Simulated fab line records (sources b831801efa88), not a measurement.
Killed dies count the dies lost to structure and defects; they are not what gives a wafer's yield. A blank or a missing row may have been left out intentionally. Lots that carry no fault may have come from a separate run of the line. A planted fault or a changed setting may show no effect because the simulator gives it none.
A sampling plan put to the test :: flow sky130 :: 20 faults told of in these records, all on one fab line, each judged by the records of the lots it struck
The plan consists of the line's own looks: route steps at which the wafer is read by a gauge or an inspection but not changed. A look is open to judgement when struck wafers have a number at it and the file gives its usual mean and standard deviation on fault-free wafers. Caught: 4 or more of those standard deviations (sigma) separate the usual mean from the mean of the struck wafers at a look after the fault's first step. On the tool: here the same test is run on the tool's own readings at the fault's steps. If the struck wafers alone have a blank record, or they carry another recipe, that too counts as caught.

## THE FAULTS, as the simulator had put them in
1. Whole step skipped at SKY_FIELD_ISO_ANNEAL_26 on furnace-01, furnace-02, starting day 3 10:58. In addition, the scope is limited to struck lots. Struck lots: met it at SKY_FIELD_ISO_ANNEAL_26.
2. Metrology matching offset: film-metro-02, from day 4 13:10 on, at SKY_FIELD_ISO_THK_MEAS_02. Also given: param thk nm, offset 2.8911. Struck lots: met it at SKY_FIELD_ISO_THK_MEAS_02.
3. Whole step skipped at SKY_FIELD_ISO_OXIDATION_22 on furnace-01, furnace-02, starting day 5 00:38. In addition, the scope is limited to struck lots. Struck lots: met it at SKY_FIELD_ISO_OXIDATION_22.
4. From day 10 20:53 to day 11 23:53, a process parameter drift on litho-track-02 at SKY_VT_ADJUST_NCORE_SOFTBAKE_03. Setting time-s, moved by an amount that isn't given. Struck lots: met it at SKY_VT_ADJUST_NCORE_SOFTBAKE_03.
5. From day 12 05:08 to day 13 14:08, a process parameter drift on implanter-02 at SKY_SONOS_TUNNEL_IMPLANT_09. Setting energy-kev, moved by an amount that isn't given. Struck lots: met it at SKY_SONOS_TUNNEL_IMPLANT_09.
6. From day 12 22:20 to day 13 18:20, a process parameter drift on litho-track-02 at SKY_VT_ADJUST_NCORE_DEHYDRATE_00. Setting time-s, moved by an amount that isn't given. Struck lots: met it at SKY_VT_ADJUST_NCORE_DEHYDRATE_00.
7. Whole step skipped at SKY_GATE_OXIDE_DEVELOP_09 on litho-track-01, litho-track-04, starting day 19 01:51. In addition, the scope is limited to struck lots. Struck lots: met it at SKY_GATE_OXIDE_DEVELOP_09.
8. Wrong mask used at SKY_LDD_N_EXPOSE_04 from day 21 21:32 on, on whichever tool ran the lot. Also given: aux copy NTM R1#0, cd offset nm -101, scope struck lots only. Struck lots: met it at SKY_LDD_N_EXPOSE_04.
9. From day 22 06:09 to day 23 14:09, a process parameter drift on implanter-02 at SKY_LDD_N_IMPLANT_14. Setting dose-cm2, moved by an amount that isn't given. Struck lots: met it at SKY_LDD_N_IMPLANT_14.
10. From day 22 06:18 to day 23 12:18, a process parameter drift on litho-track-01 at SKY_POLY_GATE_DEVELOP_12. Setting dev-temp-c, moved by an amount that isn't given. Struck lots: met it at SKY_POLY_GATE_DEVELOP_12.
11. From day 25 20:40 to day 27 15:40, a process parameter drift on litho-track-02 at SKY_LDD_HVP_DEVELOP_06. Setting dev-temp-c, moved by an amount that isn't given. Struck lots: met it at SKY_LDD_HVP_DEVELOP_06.
12. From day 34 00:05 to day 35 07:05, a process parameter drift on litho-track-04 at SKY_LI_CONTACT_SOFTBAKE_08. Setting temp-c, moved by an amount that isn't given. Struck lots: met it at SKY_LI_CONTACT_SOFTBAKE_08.
13. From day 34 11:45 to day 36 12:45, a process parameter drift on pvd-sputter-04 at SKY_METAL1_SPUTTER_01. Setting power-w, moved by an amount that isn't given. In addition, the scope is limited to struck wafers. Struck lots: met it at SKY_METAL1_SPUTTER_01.
14. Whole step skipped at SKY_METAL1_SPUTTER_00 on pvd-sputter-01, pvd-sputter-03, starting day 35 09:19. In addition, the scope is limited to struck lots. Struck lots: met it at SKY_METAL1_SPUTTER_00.
15. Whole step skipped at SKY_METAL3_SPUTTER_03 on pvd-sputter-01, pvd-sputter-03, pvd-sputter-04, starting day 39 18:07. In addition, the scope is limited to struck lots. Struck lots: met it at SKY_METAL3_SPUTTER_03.
16. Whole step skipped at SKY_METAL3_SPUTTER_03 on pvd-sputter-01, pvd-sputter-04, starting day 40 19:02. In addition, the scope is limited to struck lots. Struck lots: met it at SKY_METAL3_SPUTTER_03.
17. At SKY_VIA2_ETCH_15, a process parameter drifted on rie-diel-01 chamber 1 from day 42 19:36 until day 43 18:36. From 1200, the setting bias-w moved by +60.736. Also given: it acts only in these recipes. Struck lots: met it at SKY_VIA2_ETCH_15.
18. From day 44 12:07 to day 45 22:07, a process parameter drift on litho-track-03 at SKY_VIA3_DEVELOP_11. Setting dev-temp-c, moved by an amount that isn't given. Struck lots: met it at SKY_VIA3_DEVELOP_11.
19. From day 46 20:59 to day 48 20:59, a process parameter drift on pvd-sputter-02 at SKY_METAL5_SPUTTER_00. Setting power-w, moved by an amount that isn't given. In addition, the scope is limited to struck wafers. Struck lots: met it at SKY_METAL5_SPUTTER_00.
20. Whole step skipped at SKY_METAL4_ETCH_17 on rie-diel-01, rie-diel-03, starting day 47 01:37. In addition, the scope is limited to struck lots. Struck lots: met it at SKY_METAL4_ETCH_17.

## WHAT THE PLAN SAW
fault: 1
on the tool itself: the tool's record is blank for the struck wafers
first look that catches it: no look after it can be judged
reading, sigma: -
median hours from its first step to that look: -
hours from the fault's start to the first struck lot there: -
judged looks passed uncaught: 0

fault: 2
on the tool itself: FIELD_ISO_OXIDATION_00_THK +12 sigma
first look that catches it: no look after it can be judged
reading, sigma: -
median hours from its first step to that look: -
hours from the fault's start to the first struck lot there: -
judged looks passed uncaught: 0

fault: 3
on the tool itself: the tool's record is blank for the struck wafers
first look that catches it: not the one look that can be judged after it
reading, sigma: -
median hours from its first step to that look: -
hours from the fault's start to the first struck lot there: -
judged looks passed uncaught: 1

fault: 4
on the tool itself: run-length-s -25 sigma
first look that catches it: no look after it can be judged
reading, sigma: -
median hours from its first step to that look: -
hours from the fault's start to the first struck lot there: -
judged looks passed uncaught: 0

fault: 5
on the tool itself: beam-energy-keV +70 sigma
first look that catches it: no look after it can be judged
reading, sigma: -
median hours from its first step to that look: -
hours from the fault's start to the first struck lot there: -
judged looks passed uncaught: 0

fault: 6
on the tool itself: run-length-s -22 sigma
first look that catches it: not the one look that can be judged after it
reading, sigma: -
median hours from its first step to that look: -
hours from the fault's start to the first struck lot there: -
judged looks passed uncaught: 1

fault: 7
on the tool itself: the tool's record is blank for the struck wafers
first look that catches it: no look after it can be judged
reading, sigma: -
median hours from its first step to that look: -
hours from the fault's start to the first struck lot there: -
judged looks passed uncaught: 0

fault: 8
on the tool itself: under 2 sigma
first look that catches it: no look after it can be judged
reading, sigma: -
median hours from its first step to that look: -
hours from the fault's start to the first struck lot there: -
judged looks passed uncaught: 0

fault: 9
on the tool itself: dose-ions-cm2 +99 or beyond sigma
first look that catches it: not the one look that can be judged after it
reading, sigma: -
median hours from its first step to that look: -
hours from the fault's start to the first struck lot there: -
judged looks passed uncaught: 1

fault: 10
on the tool itself: developer-temp-C +6.3 sigma
first look that catches it: no look after it can be judged
reading, sigma: -
median hours from its first step to that look: -
hours from the fault's start to the first struck lot there: -
judged looks passed uncaught: 0

fault: 11
on the tool itself: developer-temp-C +8.0 sigma
first look that catches it: no look after it can be judged
reading, sigma: -
median hours from its first step to that look: -
hours from the fault's start to the first struck lot there: -
judged looks passed uncaught: 0

fault: 12
on the tool itself: plate-temp-C -40 sigma
first look that catches it: not the one look that can be judged after it
reading, sigma: -
median hours from its first step to that look: -
hours from the fault's start to the first struck lot there: -
judged looks passed uncaught: 1

fault: 13
on the tool itself: cathode-dc-power-W +99 or beyond sigma
first look that catches it: not the one look that can be judged after it
reading, sigma: -
median hours from its first step to that look: -
hours from the fault's start to the first struck lot there: -
judged looks passed uncaught: 1

fault: 14
on the tool itself: the tool's record is blank for the struck wafers
first look that catches it: no look after it can be judged
reading, sigma: -
median hours from its first step to that look: -
hours from the fault's start to the first struck lot there: -
judged looks passed uncaught: 0

fault: 15
on the tool itself: the tool's record is blank for the struck wafers
first look that catches it: no look after it can be judged
reading, sigma: -
median hours from its first step to that look: -
hours from the fault's start to the first struck lot there: -
judged looks passed uncaught: 0

fault: 16
on the tool itself: the tool's record is blank for the struck wafers
first look that catches it: no look after it can be judged
reading, sigma: -
median hours from its first step to that look: -
hours from the fault's start to the first struck lot there: -
judged looks passed uncaught: 0

fault: 17
on the tool itself: bias-w +19 sigma
first look that catches it: no look after it can be judged
reading, sigma: -
median hours from its first step to that look: -
hours from the fault's start to the first struck lot there: -
judged looks passed uncaught: 0

fault: 18
on the tool itself: developer-temp-C -8.3 sigma
first look that catches it: no look after it can be judged
reading, sigma: -
median hours from its first step to that look: -
hours from the fault's start to the first struck lot there: -
judged looks passed uncaught: 0

fault: 19
on the tool itself: cathode-dc-power-W -99 or beyond sigma
first look that catches it: no look after it can be judged
reading, sigma: -
median hours from its first step to that look: -
hours from the fault's start to the first struck lot there: -
judged looks passed uncaught: 0

fault: 20
on the tool itself: the tool's record is blank for the struck wafers
first look that catches it: no look after it can be judged
reading, sigma: -
median hours from its first step to that look: -
hours from the fault's start to the first struck lot there: -
judged looks passed uncaught: 0
A dash: the fault is not caught, or the number is missing from these records.

Caught at a look: 0 of 20. Caught on the tool: 19 of 20. By one or the other: 19 of 20.
Faults 1, 2, 3, 4, 5, 6, 7, 9, 10, 11, 12, 13, 14, 15, 16, 17, 18, 19, 20 were caught on the tool alone.
Caught by neither: fault 8.
